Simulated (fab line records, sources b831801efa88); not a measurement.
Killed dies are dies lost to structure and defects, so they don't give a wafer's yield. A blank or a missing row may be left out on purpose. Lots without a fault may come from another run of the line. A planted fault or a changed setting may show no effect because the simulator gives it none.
Tool commonality check | flow sfq_line | 15 lots, 45 wafers sampled

WHY IT WAS OPENED
At SFQ_M2_RS_MEAS_914 the reading M2_NB_RS is flagged on 3 of 15 lots. Wafers without a fault read 0.898 ohm/sq, standard deviation 0.0089.
Rule: a lot is flagged when every wafer of it that has a number lies more than 4 standard deviations from that mean, or none has a number. The other lots count as sound.

lot  | measured     | on            | M2_NB_RS (ohm/sq), wafer by wafer | flag
L451 | day 23 07:31 | film_metro-04 | 0.911 0.919 0.909                 |
L453 | day 23 13:31 | film_metro-03 | 0.867 0.893 0.887                 |
L454 | day 24 01:29 | film_metro-02 | 0.911 0.914 0.906                 |
L457 | day 25 00:38 | film_metro-02 | 0.436 0.443 0.436                 | FLAGGED
L458 | day 25 06:20 | film_metro-02 | 0.892 0.899 0.897                 |
L459 | day 25 09:13 | film_metro-03 | 0.883 0.890 0.897                 |
L460 | day 25 13:04 | film_metro-02 | 0.444 0.446 0.446                 | FLAGGED
L461 | day 25 14:01 | film_metro-03 | 0.908 0.907 0.895                 |
L462 | day 25 17:36 | film_metro-02 | 0.902 0.910 0.899                 |
L463 | day 25 22:26 | film_metro-03 | 0.900 0.905 0.909                 |
L464 | day 26 01:04 | film_metro-02 | 0.452 0.453 0.445                 | FLAGGED
L467 | day 26 05:37 | film_metro-04 | 0.900 0.896 0.902                 |
L469 | day 26 08:01 | film_metro-02 | 0.902 0.894 0.911                 |
L472 | day 26 11:36 | film_metro-03 | 0.902 0.904 0.900                 |
L473 | day 26 12:49 | film_metro-02 | 0.904 0.907 0.888                 |
The numbers of the flagged lots are 0.445 ohm/sq on average: -0.453 ohm/sq against the usual, or -51 standard deviations.

WHICH TOOL RAN EACH LOT
The record holds 1 process step before the reading, out of a route of 325 steps. In each cell: the tool, then ch and the chambers that the sampled wafers went through, then the start.
lot  | flag    | SFQ_TRILAYER_M2_DEP_SPUTTER_055
L451 |         | pvd_sputter-03, day 23 07:24
L453 |         | pvd_sputter-04, day 23 13:23
L454 |         | pvd_sputter-03, day 24 01:24
L457 | FLAGGED | pvd_sputter-04, day 25 00:14
L458 |         | pvd_sputter-05, day 25 06:14
L459 |         | pvd_sputter-04, day 25 09:08
L460 | FLAGGED | pvd_sputter-05, day 25 12:43
L461 |         | pvd_sputter-04, day 25 13:56
L462 |         | pvd_sputter-03, day 25 17:31
L463 |         | pvd_sputter-05, day 25 22:20
L464 | FLAGGED | pvd_sputter-04, day 26 00:44
L467 |         | pvd_sputter-04, day 26 05:31
L469 |         | pvd_sputter-05, day 26 07:56
L472 |         | pvd_sputter-05, day 26 11:31
L473 |         | pvd_sputter-04, day 26 12:44
What these steps do:
- SFQ_TRILAYER_M2_DEP_SPUTTER_055: material Nb, target thk 200 nm, time 133.3 s.
- SFQ_M2_RS_MEAS_914: measures by four-point-probe.

FLAGGED OVER TOTAL, TOOL BY TOOL (the gauges that took the reading come last)
step                            | tool           | lots run | flagged | share of the flagged lots | sound lots run after its first flagged lot
SFQ_TRILAYER_M2_DEP_SPUTTER_055 | pvd_sputter-03 | 3        | 0       | none                      | -
SFQ_TRILAYER_M2_DEP_SPUTTER_055 | pvd_sputter-04 | 7        | 2       | some                      | 4 (L459,L461,L467,L473)
SFQ_TRILAYER_M2_DEP_SPUTTER_055 | pvd_sputter-05 | 5        | 1       | some                      | 3 (L463,L469,L472)
SFQ_M2_RS_MEAS_914              | film_metro-02  | 8        | 3       | all                       | 4 (L458,L462,L469,L473)
SFQ_M2_RS_MEAS_914              | film_metro-03  | 5        | 0       | none                      | -
SFQ_M2_RS_MEAS_914              | film_metro-04  | 2        | 0       | none                      | -

WHAT THE TABLE ALLOWS
1 row of the table ran every flagged lot: film_metro-02 at SFQ_M2_RS_MEAS_914.
- film_metro-02 at SFQ_M2_RS_MEAS_914: 3 of its 8 lots flagged. Sound lots ran on it after the first flagged one (L458, L462, L469, L473), which a lasting fault on the whole tool wouldn't allow.
No row of the table ran every flagged lot and no sound lot after the first.

WHAT THE SIMULATOR HAD PUT IN
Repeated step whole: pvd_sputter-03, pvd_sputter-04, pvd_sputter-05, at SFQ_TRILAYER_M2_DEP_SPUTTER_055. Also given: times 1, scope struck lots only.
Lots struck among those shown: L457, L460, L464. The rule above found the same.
